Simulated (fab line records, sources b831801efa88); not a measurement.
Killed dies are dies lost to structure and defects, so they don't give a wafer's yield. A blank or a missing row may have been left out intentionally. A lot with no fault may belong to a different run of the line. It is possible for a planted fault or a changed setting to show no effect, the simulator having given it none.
Which of the tools did it? ; flow gf180mcu ; route of 602 steps, sampled at 1 step: 7 lots, 21 wafers

WHAT THE GAUGES SHOWED, per wafer
GF_V4_RS_MEAS_24: a four-point-probe measurement.
lot;measured;on;V4_W_RS (ohm/sq)
L119;day 24 21:32;film-metro-02;0.330 0.334 0.328
L121;day 25 09:32;film-metro-02;0.327 0.325 0.326
L124;day 26 13:39;film-metro-03;0.328 0.333 0.326
L128;day 27 19:45;film-metro-02;0.329 0.330 0.329
L134;day 29 14:58;film-metro-04;0.326 0.329 0.328
L136;day 30 03:47;film-metro-02;0.323 0.334 0.329
L138;day 30 13:48;film-metro-04;0.330 0.327 0.327

WHAT TOOL EACH LOT RAN ON (gives the tool, then ch and the chambers of the sampled wafers, and finally the start)
The record holds no process step before these readings.

THE ANSWER, worked out from the rows above alone
Rule: what is usual is taken from the lots themselves. The widest of any qualifying gaps counts: lots, ordered by their means at a reading, are off when they make up no more than a third of the lots, leave a main group of 4 or more, and stand apart from it by 3 or more times the standard deviation of that group's means. A main group is skipped when, at the precision printed for the reading in the tables above, its means are all equal. Also off: a lot with no number at a reading for which 4 or more lots have one. Any other lot the step has rows for is counted as sound.
No lot is off on any of the readings shown, so nothing can be concluded from this.

WHAT THE SIMULATOR HAD PUT IN
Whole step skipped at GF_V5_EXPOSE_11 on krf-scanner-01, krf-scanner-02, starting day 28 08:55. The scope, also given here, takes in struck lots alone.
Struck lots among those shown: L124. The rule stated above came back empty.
